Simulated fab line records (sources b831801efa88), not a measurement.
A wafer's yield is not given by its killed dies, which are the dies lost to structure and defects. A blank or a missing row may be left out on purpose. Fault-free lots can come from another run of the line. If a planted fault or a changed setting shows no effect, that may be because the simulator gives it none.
Chamber matching -- flow sky130 -- SKY_VIA4_CMP_21 on cmp-02: 4 sister chambers
The step polishes, stops on SiO2, t overpolish 25 s, target thk 0 nm. 14 wafers are shown with their chamber, then 7 later ones without.

## WAFERS PAIRED WITH THEIR CHAMBERS
wafer,chamber,motor_current_A (A),time_to_endpoint_s (s),overpolish_run_s (s)
L728.2,0,11.7,125,25.008
L728.4,1,10.7,131,24.977
L728.6,1,10.5,133,24.989
L732.1,2,10.4,131,25.011
L732.5,3,9.7,129,24.988
L732.6,2,10.2,132,25.004
L744.1,2,10.1,129,25.008
L744.4,0,12.5,127,24.990
L744.5,2,10.6,125,24.997
L747.3,3,9.9,124,24.995
L747.4,0,12.0,120,25.001
L747.6,0,11.6,119,25.007
L748.1,0,11.6,123,24.990
L748.4,3,9.3,125,24.994

SIGNATURES, as means of the wafers listed above
reading,chamber 0,chamber 1,chamber 2,chamber 3,scatter within a chamber
motor_current_A,11.880,10.600,10.325,9.633,0.307
time_to_endpoint_s,122.80,132.00,129.25,126.00,2.99
overpolish_run_s,24.99920,24.98300,25.00500,24.99233,0.00722
Rule: for each reading, subtract the chamber's mean from the wafer's reading, divide by that reading's scatter and square the result; add these up over the readings and take the root, which gives the wafer's distance from the chamber. If the next closest chamber is less than 2 further off than the closest, the wafer can't be placed; otherwise it belongs to the closest. The scatter: take each reading less its chamber's mean, square it, sum over the shown wafers, divide by the number of wafers less the number of chambers, and take the root.

## WAFERS WHOSE CHAMBER IS MISSING
wafer,motor_current_A (A),time_to_endpoint_s (s),overpolish_run_s (s)
L748.5,11.7,120,24.998
L750.2,12.4,121,24.991
L750.3,10.7,129,25.021
L750.6,10.7,130,24.993
L751.1,10.1,129,25.005
L751.4,11.8,123,24.994
L751.6,9.6,122,25.003

## WHICH CHAMBER EACH WENT THROUGH
wafer,from the rows above,in truth
L748.5,0,0
L750.2,0,0
L750.3,2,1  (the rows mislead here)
L750.6,can't be placed: 1 or 2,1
L751.1,can't be placed: 2 or 3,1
L751.4,0,0
L751.6,can't be placed: 3 or 2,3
3 of 7 placed correctly. Unplaceable from these rows: 3, with the true chamber sitting among the candidates in 2. Wrongly placed: 1.
